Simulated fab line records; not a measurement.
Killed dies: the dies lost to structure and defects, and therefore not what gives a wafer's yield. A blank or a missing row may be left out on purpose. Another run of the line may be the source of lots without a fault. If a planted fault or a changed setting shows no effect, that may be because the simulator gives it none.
Struck lot and sound lot, side by side    flow gf180mcu    13 out of 602 route steps
Sound: these wafers, L987.3, L987.4, L987.6. Struck: wafers L998.2, L998.3, L998.6. Last of all comes the cause.
At each step with rows: each side's tool, then ch and its chambers, then its first start. Under that, the readings that differ: sound wafers    struck wafers    difference of the means    sigmas: that difference in standard deviations of wafers without a fault.
alike: same words and numbers on both sides, and readings whose means sit less than 2 such deviations apart. not compared: any withheld reading, any reading some wafer has no value for, any bound like >300 that may hide the same value, and any number with overlapping values for which the record gives no deviation.
A row with sigmas, a row that says differs or no value, or rows on one side alone: a step with any of these is where the two part. Non-overlapping numbers with no deviation appear without sigmas and do not part them. Lack of a reading on every wafer of one side parts them only where that side has two or more wafers.

first, 6 steps without rows for these wafers: GF_POLY_GATE_COAT_04; GF_POLY_GATE_COAT_05 (resist thk 700 nm); GF_POLY_GATE_SOFTBAKE_06 (time 60 s); GF_POLY_GATE_EXPOSE_07 (exposes mask Poly2, target cd 280 nm); GF_POLY_GATE_PEB_08 (peb time 90 s); GF_POLY_GATE_DEVELOP_09 (develop time 60 s).
GF_POLY_GATE_CD_MEAS_10 targets a cd of 280 nm.
  sound on cd-sem-02, day 10 10:44; struck on cd-sem-02, day 13 17:02
  alike: cd-nm
GF_POLY_GATE_OVL_MEAS_11:
  sound on overlay-02, day 10 10:50; struck on overlay-02, day 13 17:08
  alike: POLY_GATE_OVL
GF_POLY_GATE_ETCH_12: etches BARC in N2/H2.
  sound on rie-diel-03 ch 0,1, day 10 10:51; struck on rie-diel-01 ch 2,3, day 13 17:10
  alike: drypump-motor-current-A, oes-product-au, throttle-valve-pct
GF_POLY_GATE_ETCH_13: etches poly-Si in HBr/Cl2, stops on SiO2, target depth 198.5 nm, time 69.6 s.
  sound on rie-si-02 ch 0,3, day 10 10:54; struck on rie-si-01 ch 1,2,3, day 13 17:13
reading                sound              struck             difference  sigmas
oes-product-au (a.u.)  0.990 0.991 0.988  1.003 1.008 0.998  +0.013      +2
  alike: drypump-motor-current-A, throttle-valve-pct
  not compared: rf-hours-counter-h
GF_POLY_GATE_STRIP_14: strips in O2/N2.
  sound on plasma-asher-04 ch 0,1, day 10 10:59; struck on plasma-asher-04 ch 0,1, day 13 17:16
  alike: drypump-motor-current-A, heater-power-w, oes-product-au
  not compared: rf-hours-counter-h
then, 1 step without rows for these wafers: GF_POLY_GATE_CLEAN_15 (cleans in SC1/SC2, time 150 s).
GF_POLY_GATE_OXIDATION_16: stabilise 600 s, purge 300 s, target thk 4 nm.
  struck on furnace-01, day 13 23:32; sound on furnace-02 ch 0, day 10 12:01
  no value came back on the struck wafers for any of 5 readings (ox-temp-c (C), ox-temp-c-max and others); on the sound wafers ox-temp-c (C) reads 849.6 850.2 850.6

== WHERE THEY PART ==
Last at GF_POLY_GATE_OXIDATION_16 as far as this record goes, first at GF_POLY_GATE_ETCH_13.

WHY: what the simulator had put in
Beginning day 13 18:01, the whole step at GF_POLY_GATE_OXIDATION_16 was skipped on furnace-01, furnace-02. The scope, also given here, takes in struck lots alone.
